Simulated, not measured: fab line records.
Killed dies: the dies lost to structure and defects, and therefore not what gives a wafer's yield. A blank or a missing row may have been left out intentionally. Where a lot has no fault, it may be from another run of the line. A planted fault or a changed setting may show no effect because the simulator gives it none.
fab line records / flow gf180mcu / part 2 of 2: steps 26 to 34 of 34
[record] lots = 5 wafers = 15 last-day = 34
route steps=602 shown M3@422 V3@429
lots that met no fault: taken from a fault-free run of the same line
start-h: the number of hours between the record's first day and the start of the first shown wafer of the lot / wait-h: time in hours since the lot's previous step / " as in the row above / L1.1+2: one row covering several wafers at once / - either no value or no given start / * or withheld: withheld / < > ~ a bound
route shown NAME@n: a module of which the file shows steps, and the number in the route of the first / usual: mean/standard deviation of fault-free wafers / same: alike in all rows / chamber/n: place in a boat / sites: per-site readings / _std_site: standard deviation across them / _edge_site: the outer-site mean with the inner-site mean subtracted / radius-mm: for every site, how far away it sits from the centre of the wafer / mask NAME#n: copy n / behind: tool/chamber where the wafer was last shaped / hold: reason for holding the lot/hours on hold/outcome of the hold / device: names the non-switching transistor (n, p or np) / end of line: the same wafers' tests at the end of the route / a step without rows: its recipe alone / killed: not the wafer's yield, but the dies lost to structure and defects at the first sort / map: the dies of a wafer, with x for killed, . for not killed, _ for no die there
set.NAME: the setting as run; set.NAME@STEP: as run at that earlier step / model.NAME: the simulator's own value behind a step, which no gauge read
a table for each step, a row for each wafer; lots at some steps of the route
services: the hour from which a tool's chamber was out of use, counted from the record's first day as start-h (under 0 if before that day), plus the number of hours and why
[[steps]]
[step GF_V3_STRIP_18]
[recipe] chemistry = O2/N2 power-w = 1400 pressure-mtorr = 1500 platen-temp-c = 250 o2-flow-sccm = 3000 n2-flow-sccm = 300 overash-fraction = 0.5
[usual] chamber-pressure-mTorr = 1499.9/1.5 drypump-motor-current-A = 5.9/0.38 heater-power-w = 350/56 n2-flow-sccm = 300.0/0.91 oes-product-au = 0.593/0.0054
lot.wafer=L083.1 tool=plasma-asher-03 chamber=1 start-h=589.13 wait-h=- chamber-pressure-mTorr=1500.7 drypump-motor-current-A=5.8 heater-power-w=373 n2-flow-sccm=300.6 oes-product-au=0.590 rf-hours-counter-h=54
lot.wafer=L083.5 tool=plasma-asher-03 chamber=0 start-h=589.13 wait-h=- chamber-pressure-mTorr=1500.7 drypump-motor-current-A=5.9 heater-power-w=308 n2-flow-sccm=300.7 oes-product-au=0.589 rf-hours-counter-h=-
lot.wafer=L083.6 tool=plasma-asher-03 chamber=1 start-h=589.13 wait-h=- chamber-pressure-mTorr=1500.7 drypump-motor-current-A=5.8 heater-power-w=371 n2-flow-sccm=299.3 oes-product-au=0.594 rf-hours-counter-h=-
lot.wafer=L085.2 tool=plasma-asher-01 chamber=1 start-h=605.88 wait-h=- chamber-pressure-mTorr=1500.4 drypump-motor-current-A=5.4 heater-power-w=449 n2-flow-sccm=298.4 oes-product-au=0.609 rf-hours-counter-h=96
lot.wafer=L085.3 tool=plasma-asher-01 chamber=0 start-h=605.88 wait-h=- chamber-pressure-mTorr=1500.2 drypump-motor-current-A=5.7 heater-power-w=306 n2-flow-sccm=298.4 oes-product-au=0.584 rf-hours-counter-h=-
lot.wafer=L085.5 tool=plasma-asher-01 chamber=0 start-h=605.88 wait-h=- chamber-pressure-mTorr=1497.7 drypump-motor-current-A=5.7 heater-power-w=308 n2-flow-sccm=300.3 oes-product-au=0.590 rf-hours-counter-h=-
lot.wafer=L086.1 tool=plasma-asher-04 chamber=0 start-h=615.31 wait-h=- chamber-pressure-mTorr=1501.1 drypump-motor-current-A=6.7 heater-power-w=340 n2-flow-sccm=300.5 oes-product-au=0.596 rf-hours-counter-h=77
lot.wafer=L086.3 tool=plasma-asher-04 chamber=0 start-h=615.31 wait-h=- chamber-pressure-mTorr=1498.9 drypump-motor-current-A=6.7 heater-power-w=338 n2-flow-sccm=300.2 oes-product-au=0.604 rf-hours-counter-h=-
lot.wafer=L086.6 tool=plasma-asher-04 chamber=0 start-h=615.31 wait-h=- chamber-pressure-mTorr=1497.8 drypump-motor-current-A=6.7 heater-power-w=341 n2-flow-sccm=299.8 oes-product-au=0.595 rf-hours-counter-h=-
lot.wafer=L087.4 tool=plasma-asher-04 chamber=1 start-h=620.85 wait-h=- chamber-pressure-mTorr=1500.8 drypump-motor-current-A=6.2 heater-power-w=296 n2-flow-sccm=300.1 oes-product-au=0.599 rf-hours-counter-h=-
lot.wafer=L087.5 tool=plasma-asher-04 chamber=1 start-h=620.85 wait-h=- chamber-pressure-mTorr=1498.7 drypump-motor-current-A=6.2 heater-power-w=291 n2-flow-sccm=300.2 oes-product-au=0.598 rf-hours-counter-h=-
lot.wafer=L087.6 tool=plasma-asher-04 chamber=0 start-h=620.85 wait-h=- chamber-pressure-mTorr=1496.4 drypump-motor-current-A=6.7 heater-power-w=338 n2-flow-sccm=300.5 oes-product-au=0.594 rf-hours-counter-h=-
lot.wafer=L096.1 tool=plasma-asher-01 chamber=1 start-h=692.71 wait-h=- chamber-pressure-mTorr=1501.7 drypump-motor-current-A=5.4 heater-power-w=456 n2-flow-sccm=299.3 oes-product-au=0.592 rf-hours-counter-h=105
lot.wafer=L096.3 tool=plasma-asher-01 chamber=0 start-h=692.71 wait-h=- chamber-pressure-mTorr=1499.8 drypump-motor-current-A=5.7 heater-power-w=308 n2-flow-sccm=301.0 oes-product-au=0.598 rf-hours-counter-h=-
lot.wafer=L096.6 tool=plasma-asher-01 chamber=1 start-h=692.71 wait-h=- chamber-pressure-mTorr=1500.6 drypump-motor-current-A=5.4 heater-power-w=454 n2-flow-sccm=298.7 oes-product-au=0.595 rf-hours-counter-h=-
[step GF_V3_STRIP_19]
[recipe] chemistry = post-etch-residue-remover time-s = 1200 temp-c = 72.5
[usual] bath-guard-temp-C = 72.8/0.38
lot.wafer=L083.1 tool=wet-bench-02 chamber=3 start-h=589.23 wait-h=0.1 bath-guard-temp-C=72.8
lot.wafer=L083.5 tool=wet-bench-02 chamber=3 start-h=589.23 wait-h=0.1 bath-guard-temp-C=72.7
lot.wafer=L083.6 tool=wet-bench-02 chamber=3 start-h=589.23 wait-h=0.1 bath-guard-temp-C=73.0
lot.wafer=L085.2 tool=wet-bench-04 chamber=1 start-h=605.98 wait-h=0.1 bath-guard-temp-C=72.9
lot.wafer=L085.3 tool=wet-bench-04 chamber=1 start-h=605.98 wait-h=0.1 bath-guard-temp-C=72.5
lot.wafer=L085.5 tool=wet-bench-04 chamber=1 start-h=605.98 wait-h=0.1 bath-guard-temp-C=72.7
lot.wafer=L086.1 tool=wet-bench-01 chamber=3 start-h=615.41 wait-h=0.1 bath-guard-temp-C=73.0
lot.wafer=L086.3 tool=wet-bench-01 chamber=3 start-h=615.41 wait-h=0.1 bath-guard-temp-C=73.0
lot.wafer=L086.6 tool=wet-bench-01 chamber=3 start-h=615.41 wait-h=0.1 bath-guard-temp-C=73.0
lot.wafer=L087.4 tool=wet-bench-01 chamber=3 start-h=620.91 wait-h=0.0 bath-guard-temp-C=72.7
lot.wafer=L087.5 tool=wet-bench-01 chamber=3 start-h=620.91 wait-h=0.0 bath-guard-temp-C=73.0
lot.wafer=L087.6 tool=wet-bench-01 chamber=3 start-h=620.91 wait-h=0.0 bath-guard-temp-C=72.7
lot.wafer=L096.1 tool=wet-bench-04 chamber=1 start-h=692.81 wait-h=0.1 bath-guard-temp-C=72.0
lot.wafer=L096.3 tool=wet-bench-04 chamber=1 start-h=692.81 wait-h=0.1 bath-guard-temp-C=72.3
lot.wafer=L096.6 tool=wet-bench-04 chamber=1 start-h=692.81 wait-h=0.1 bath-guard-temp-C=72.8
[step GF_V3_CLEAN_20]
[recipe] chemistry = DIW dry = n2-spin
lot.wafer=L083.1+5+6 tool=wet-bench-04 chamber=1 start-h=589.58 wait-h=0.0
lot.wafer=L085.2+3+5 tool=wet-bench-02 chamber=2 start-h=606.33 wait-h=0.0
lot.wafer=L086.1+3+6 tool=wet-bench-01 chamber=3 start-h=616.10 wait-h=0.0
lot.wafer=L087.4+5+6 tool=wet-bench-04 chamber=3 start-h=621.26 wait-h=0.0
lot.wafer=L096.1+3+6 tool=wet-bench-01 chamber=1 start-h=693.15 wait-h=0.0
[step GF_V3_SPUTTER_21]
[recipe] material = Ti target-thk-nm = 15 chamber-pressure-pa = 5 power-w = 2500 substrate-temp-c = 200 time-s = 80.02
[usual] substrate-temp-c = 200.02/0.17 throttle-valve-pct = 30.5/1.4
lot.wafer=L083.1 tool=pvd-sputter-04 chamber=- start-h=589.67 wait-h=0.0 substrate-temp-c=200.05 throttle-valve-pct=31.6
lot.wafer=L083.5 tool=pvd-sputter-04 chamber=- start-h=589.67 wait-h=0.0 substrate-temp-c=199.84 throttle-valve-pct=32.6
lot.wafer=L083.6 tool=pvd-sputter-04 chamber=- start-h=589.67 wait-h=0.0 substrate-temp-c=200.02 throttle-valve-pct=29.8
lot.wafer=L085.2 tool=pvd-sputter-04 chamber=- start-h=606.42 wait-h=0.0 substrate-temp-c=200.01 throttle-valve-pct=31.6
lot.wafer=L085.3 tool=pvd-sputter-04 chamber=- start-h=606.42 wait-h=0.0 substrate-temp-c=200.03 throttle-valve-pct=30.0
lot.wafer=L085.5 tool=pvd-sputter-04 chamber=- start-h=606.42 wait-h=0.0 substrate-temp-c=199.88 throttle-valve-pct=30.2
lot.wafer=L086.1 tool=pvd-sputter-04 chamber=- start-h=616.28 wait-h=0.0 substrate-temp-c=200.20 throttle-valve-pct=30.1
lot.wafer=L086.3 tool=pvd-sputter-04 chamber=- start-h=616.28 wait-h=0.0 substrate-temp-c=199.71 throttle-valve-pct=29.9
lot.wafer=L086.6 tool=pvd-sputter-04 chamber=- start-h=616.28 wait-h=0.0 substrate-temp-c=200.02 throttle-valve-pct=29.7
lot.wafer=L087.4 tool=pvd-sputter-03 chamber=- start-h=621.35 wait-h=0.0 substrate-temp-c=200.07 throttle-valve-pct=29.8
lot.wafer=L087.5 tool=pvd-sputter-03 chamber=- start-h=621.35 wait-h=0.0 substrate-temp-c=200.19 throttle-valve-pct=29.5
lot.wafer=L087.6 tool=pvd-sputter-03 chamber=- start-h=621.35 wait-h=0.0 substrate-temp-c=200.03 throttle-valve-pct=27.9
lot.wafer=L096.1 tool=pvd-sputter-03 chamber=- start-h=693.25 wait-h=0.0 substrate-temp-c=200.06 throttle-valve-pct=29.5
lot.wafer=L096.3 tool=pvd-sputter-03 chamber=- start-h=693.25 wait-h=0.0 substrate-temp-c=200.06 throttle-valve-pct=29.7
lot.wafer=L096.6 tool=pvd-sputter-03 chamber=- start-h=693.25 wait-h=0.0 substrate-temp-c=200.03 throttle-valve-pct=29.7
[step GF_V3_SPUTTER_22]
[recipe] material = TiN target-thk-nm = 10 chamber-pressure-pa = 5 power-w = 4000 time-s = 40
[usual] throttle-valve-pct = 30.5/1.4
lot.wafer=L083.1 tool=pvd-sputter-04 chamber=- start-h=589.73 wait-h=0.0 throttle-valve-pct=31.4
lot.wafer=L083.5 tool=pvd-sputter-04 chamber=- start-h=589.73 wait-h=0.0 throttle-valve-pct=33.0
lot.wafer=L083.6 tool=pvd-sputter-04 chamber=- start-h=589.73 wait-h=0.0 throttle-valve-pct=29.8
lot.wafer=L085.2 tool=pvd-sputter-04 chamber=- start-h=606.48 wait-h=0.0 throttle-valve-pct=31.5
lot.wafer=L085.3 tool=pvd-sputter-04 chamber=- start-h=606.48 wait-h=0.0 throttle-valve-pct=30.2
lot.wafer=L085.5 tool=pvd-sputter-04 chamber=- start-h=606.48 wait-h=0.0 throttle-valve-pct=30.1
lot.wafer=L086.1 tool=pvd-sputter-04 chamber=- start-h=616.34 wait-h=0.0 throttle-valve-pct=30.1
lot.wafer=L086.3 tool=pvd-sputter-04 chamber=- start-h=616.34 wait-h=0.0 throttle-valve-pct=29.7
lot.wafer=L086.6 tool=pvd-sputter-04 chamber=- start-h=616.34 wait-h=0.0 throttle-valve-pct=29.4
lot.wafer=L087.4 tool=pvd-sputter-03 chamber=- start-h=621.41 wait-h=0.0 throttle-valve-pct=29.2
lot.wafer=L087.5 tool=pvd-sputter-03 chamber=- start-h=621.41 wait-h=0.0 throttle-valve-pct=29.5
lot.wafer=L087.6 tool=pvd-sputter-03 chamber=- start-h=621.41 wait-h=0.0 throttle-valve-pct=27.7
lot.wafer=L096.1 tool=pvd-sputter-03 chamber=- start-h=693.32 wait-h=0.0 throttle-valve-pct=29.6
lot.wafer=L096.3 tool=pvd-sputter-03 chamber=- start-h=693.32 wait-h=0.0 throttle-valve-pct=29.8
lot.wafer=L096.6 tool=pvd-sputter-03 chamber=- start-h=693.32 wait-h=0.0 throttle-valve-pct=29.8
[step GF_V3_CVD_23]
[recipe] material = W target-thk-nm = 350 time-s = 104.9 temp-c = 400 pressure-torr = 40
[usual] heater-power-w = 838/48
lot.wafer=L083.1 tool=cvd-w-01 chamber=0 start-h=589.77 wait-h=0.0 heater-power-w=902
lot.wafer=L083.5 tool=cvd-w-01 chamber=1 start-h=589.77 wait-h=0.0 heater-power-w=799
lot.wafer=L083.6 tool=cvd-w-01 chamber=0 start-h=589.77 wait-h=0.0 heater-power-w=912
lot.wafer=L085.2 tool=cvd-w-01 chamber=0 start-h=606.52 wait-h=0.0 heater-power-w=900
lot.wafer=L085.3 tool=cvd-w-01 chamber=1 start-h=606.52 wait-h=0.0 heater-power-w=791
lot.wafer=L085.5 tool=cvd-w-01 chamber=1 start-h=606.52 wait-h=0.0 heater-power-w=790
lot.wafer=L086.1 tool=cvd-w-01 chamber=1 start-h=616.40 wait-h=0.0 heater-power-w=818
lot.wafer=L086.3 tool=cvd-w-01 chamber=0 start-h=616.40 wait-h=0.0 heater-power-w=880
lot.wafer=L086.6 tool=cvd-w-01 chamber=0 start-h=616.40 wait-h=0.0 heater-power-w=922
lot.wafer=L087.4 tool=cvd-w-01 chamber=0 start-h=621.48 wait-h=0.1 heater-power-w=907
lot.wafer=L087.5 tool=cvd-w-01 chamber=0 start-h=621.48 wait-h=0.1 heater-power-w=873
lot.wafer=L087.6 tool=cvd-w-01 chamber=1 start-h=621.48 wait-h=0.1 heater-power-w=798
lot.wafer=L096.1 tool=cvd-w-01 chamber=0 start-h=693.35 wait-h=0.0 heater-power-w=909
lot.wafer=L096.3 tool=cvd-w-01 chamber=1 start-h=693.35 wait-h=0.0 heater-power-w=794
lot.wafer=L096.6 tool=cvd-w-01 chamber=1 start-h=693.35 wait-h=0.0 heater-power-w=842
[step GF_V3_RS_MEAS_24]
[recipe] thk-meas-gauge = four-point-probe reads = W_of_V3_CVD_23+TiN_of_V3_SPUTTER_22+Ti_of_V3_SPUTTER_21
[usual] V3_W_RS = 0.326/0.0065
lot.wafer=L083.1 tool=film-metro-04 chamber=- start-h=589.88 wait-h=0.1 V3_W_RS[ohm/sq]=0.329
lot.wafer=L083.5 tool=film-metro-04 chamber=- start-h=589.88 wait-h=0.1 V3_W_RS[ohm/sq]=0.321
lot.wafer=L083.6 tool=film-metro-04 chamber=- start-h=589.88 wait-h=0.1 V3_W_RS[ohm/sq]=0.329
lot.wafer=L085.2 tool=film-metro-04 chamber=- start-h=606.65 wait-h=0.1 V3_W_RS[ohm/sq]=0.333
lot.wafer=L085.3 tool=film-metro-04 chamber=- start-h=606.65 wait-h=0.1 V3_W_RS[ohm/sq]=0.324
lot.wafer=L085.5 tool=film-metro-04 chamber=- start-h=606.65 wait-h=0.1 V3_W_RS[ohm/sq]=0.322
lot.wafer=L086.1 tool=film-metro-01 chamber=- start-h=616.52 wait-h=0.1 V3_W_RS[ohm/sq]=0.321
lot.wafer=L086.3 tool=film-metro-01 chamber=- start-h=616.52 wait-h=0.1 V3_W_RS[ohm/sq]=0.327
lot.wafer=L086.6 tool=film-metro-01 chamber=- start-h=616.52 wait-h=0.1 V3_W_RS[ohm/sq]=0.325
lot.wafer=L087.4 tool=film-metro-01 chamber=- start-h=621.62 wait-h=0.1 V3_W_RS[ohm/sq]=0.331
lot.wafer=L087.5 tool=film-metro-01 chamber=- start-h=621.62 wait-h=0.1 V3_W_RS[ohm/sq]=0.325
lot.wafer=L087.6 tool=film-metro-01 chamber=- start-h=621.62 wait-h=0.1 V3_W_RS[ohm/sq]=0.316
lot.wafer=L096.1 tool=film-metro-01 chamber=- start-h=693.47 wait-h=0.1 V3_W_RS[ohm/sq]=0.325
lot.wafer=L096.3 tool=film-metro-01 chamber=- start-h=693.47 wait-h=0.1 V3_W_RS[ohm/sq]=0.318
lot.wafer=L096.6 tool=film-metro-01 chamber=- start-h=693.47 wait-h=0.1 V3_W_RS[ohm/sq]=0.318
[step GF_V3_THK_MEAS_25]
[recipe] thk-meas-gauge = xrf reads = W_of_V3_CVD_23
[usual] V3_W_THK = 367/8
lot.wafer=L083.1 tool=film-metro-04 chamber=- start-h=590.00 wait-h=0.1 V3_W_THK[nm]=366
lot.wafer=L083.5 tool=film-metro-04 chamber=- start-h=590.00 wait-h=0.1 V3_W_THK[nm]=372
lot.wafer=L083.6 tool=film-metro-04 chamber=- start-h=590.00 wait-h=0.1 V3_W_THK[nm]=363
lot.wafer=L085.2 tool=film-metro-04 chamber=- start-h=606.76 wait-h=0.1 V3_W_THK[nm]=364
lot.wafer=L085.3 tool=film-metro-04 chamber=- start-h=606.76 wait-h=0.1 V3_W_THK[nm]=375
lot.wafer=L085.5 tool=film-metro-04 chamber=- start-h=606.76 wait-h=0.1 V3_W_THK[nm]=378
lot.wafer=L086.1 tool=film-metro-01 chamber=- start-h=616.64 wait-h=0.1 V3_W_THK[nm]=371
lot.wafer=L086.3 tool=film-metro-01 chamber=- start-h=616.64 wait-h=0.1 V3_W_THK[nm]=363
lot.wafer=L086.6 tool=film-metro-01 chamber=- start-h=616.64 wait-h=0.1 V3_W_THK[nm]=365
lot.wafer=L087.4 tool=film-metro-01 chamber=- start-h=621.71 wait-h=0.1 V3_W_THK[nm]=359
lot.wafer=L087.5 tool=film-metro-01 chamber=- start-h=621.71 wait-h=0.1 V3_W_THK[nm]=367
lot.wafer=L087.6 tool=film-metro-01 chamber=- start-h=621.71 wait-h=0.1 V3_W_THK[nm]=376
lot.wafer=L096.1 tool=film-metro-01 chamber=- start-h=693.59 wait-h=0.1 V3_W_THK[nm]=367
lot.wafer=L096.3 tool=film-metro-01 chamber=- start-h=693.59 wait-h=0.1 V3_W_THK[nm]=376
lot.wafer=L096.6 tool=film-metro-01 chamber=- start-h=693.59 wait-h=0.1 V3_W_THK[nm]=376
[step GF_V3_CMP_26]
[recipe] stop-on = SiO2 down-force-psi = 3.5 platen-rpm = 60 t-overpolish-s = 15 target-thk-nm = 0 pad-velocity-m-s = 0.94248
[usual] head-pressure-psi = 3.499/0.0071 motor-current-A = 10.4/1.3 overpolish-run-s = 15.000/0.0099 slurry-filter-dp-kPa = 13.51/0.15 time-to-endpoint-s = 84/4.3
lot.wafer=L083.1 tool=cmp-02 chamber=2 start-h=590.11 wait-h=0.1 head-pressure-psi=3.498 motor-current-A=9.5 overpolish-run-s=15.003 slurry-filter-dp-kPa=13.48 time-to-endpoint-s=87
lot.wafer=L083.6 tool=cmp-02 chamber=1 start-h=590.11 wait-h=0.1 head-pressure-psi=3.516 motor-current-A=12.0 overpolish-run-s=15.008 slurry-filter-dp-kPa=13.69 time-to-endpoint-s=82
lot.wafer=L083.5 tool=cmp-02 chamber=2 start-h=590.11 wait-h=0.1 head-pressure-psi=3.496 motor-current-A=9.0 overpolish-run-s=14.998 slurry-filter-dp-kPa=13.46 time-to-endpoint-s=89
lot.wafer=L085.3 tool=cmp-01 chamber=2 start-h=606.81 wait-h=0.0 head-pressure-psi=3.495 motor-current-A=9.4 overpolish-run-s=14.982 slurry-filter-dp-kPa=13.39 time-to-endpoint-s=82
lot.wafer=L085.2 tool=cmp-01 chamber=1 start-h=606.81 wait-h=0.0 head-pressure-psi=3.501 motor-current-A=8.8 overpolish-run-s=14.998 slurry-filter-dp-kPa=13.56 time-to-endpoint-s=82
lot.wafer=L085.5 tool=cmp-01 chamber=2 start-h=606.81 wait-h=0.0 head-pressure-psi=3.491 motor-current-A=9.2 overpolish-run-s=15.001 slurry-filter-dp-kPa=13.36 time-to-endpoint-s=82
lot.wafer=L086.1 tool=cmp-02 chamber=0 start-h=616.70 wait-h=0.1 head-pressure-psi=3.490 motor-current-A=12.4 overpolish-run-s=14.997 slurry-filter-dp-kPa=13.71 time-to-endpoint-s=83
lot.wafer=L086.3 tool=cmp-02 chamber=2 start-h=616.70 wait-h=0.1 head-pressure-psi=3.515 motor-current-A=9.5 overpolish-run-s=14.998 slurry-filter-dp-kPa=13.52 time-to-endpoint-s=88
lot.wafer=L086.6 tool=cmp-02 chamber=1 start-h=616.70 wait-h=0.1 head-pressure-psi=3.500 motor-current-A=11.9 overpolish-run-s=14.998 slurry-filter-dp-kPa=13.64 time-to-endpoint-s=82
lot.wafer=L087.4 tool=cmp-01 chamber=3 start-h=621.84 wait-h=0.1 head-pressure-psi=3.494 motor-current-A=9.7 overpolish-run-s=15.007 slurry-filter-dp-kPa=13.60 time-to-endpoint-s=74
lot.wafer=L087.6 tool=cmp-01 chamber=1 start-h=621.84 wait-h=0.1 head-pressure-psi=3.510 motor-current-A=9.2 overpolish-run-s=14.987 slurry-filter-dp-kPa=13.69 time-to-endpoint-s=84
lot.wafer=L087.5 tool=cmp-01 chamber=2 start-h=621.84 wait-h=0.1 head-pressure-psi=3.503 motor-current-A=9.5 overpolish-run-s=14.998 slurry-filter-dp-kPa=13.48 time-to-endpoint-s=78
lot.wafer=L096.1 tool=cmp-01 chamber=1 start-h=693.65 wait-h=0.1 head-pressure-psi=3.495 motor-current-A=9.4 overpolish-run-s=14.989 slurry-filter-dp-kPa=13.59 time-to-endpoint-s=86
lot.wafer=L096.3 tool=cmp-01 chamber=2 start-h=693.65 wait-h=0.1 head-pressure-psi=3.486 motor-current-A=9.4 overpolish-run-s=14.998 slurry-filter-dp-kPa=13.59 time-to-endpoint-s=85
lot.wafer=L096.6 tool=cmp-01 chamber=2 start-h=693.65 wait-h=0.1 head-pressure-psi=3.507 motor-current-A=9.2 overpolish-run-s=14.988 slurry-filter-dp-kPa=13.48 time-to-endpoint-s=85
[[services]]
tool=krf-scanner-02 chamber=- start-h=547.79 hours=0.8 kind=pm
tool=krf-scanner-01 chamber=- start-h=548.89 hours=10.2 kind=repair
tool=krf-scanner-01 chamber=- start-h=565.42 hours=1.3 kind=pm
tool=cmp-02 chamber=- start-h=572.00 hours=4.0 kind=pm
tool=hdpcvd-02 chamber=1 start-h=572.83 hours=6.4 kind=repair
tool=hdpcvd-02 chamber=- start-h=582.62 hours=0.9 kind=repair
tool=krf-scanner-02 chamber=- start-h=589.20 hours=1.3 kind=pm
tool=plasma-asher-01 chamber=- start-h=590.36 hours=8.8 kind=pm
tool=pecvd-02 chamber=- start-h=591.12 hours=14.0 kind=pm
tool=cvd-w-01 chamber=0 start-h=597.39 hours=8.4 kind=repair
tool=rie-diel-03 chamber=- start-h=599.83 hours=14.6 kind=pm
tool=wet-bench-02 chamber=- start-h=615.16 hours=1.9 kind=pm
tool=hdpcvd-02 chamber=1 start-h=620.15 hours=2.4 kind=repair
tool=cvd-w-01 chamber=- start-h=637.96 hours=14.6 kind=pm
tool=rie-diel-02 chamber=- start-h=638.78 hours=0.3 kind=repair
tool=krf-scanner-01 chamber=- start-h=643.71 hours=1.7 kind=repair
tool=hdpcvd-02 chamber=0 start-h=647.83 hours=4.8 kind=repair
tool=cvd-w-01 chamber=- start-h=653.00 hours=0.8 kind=repair
tool=cvd-w-01 chamber=- start-h=654.27 hours=0.7 kind=repair
tool=pvd-sputter-03 chamber=- start-h=656.51 hours=26.9 kind=repair
tool=plasma-asher-01 chamber=- start-h=657.55 hours=0.9 kind=repair
tool=wet-bench-02 chamber=- start-h=658.48 hours=0.9 kind=repair
tool=pvd-sputter-03 chamber=- start-h=663.83 hours=29.1 kind=repair
tool=krf-scanner-01 chamber=- start-h=664.02 hours=0.8 kind=pm
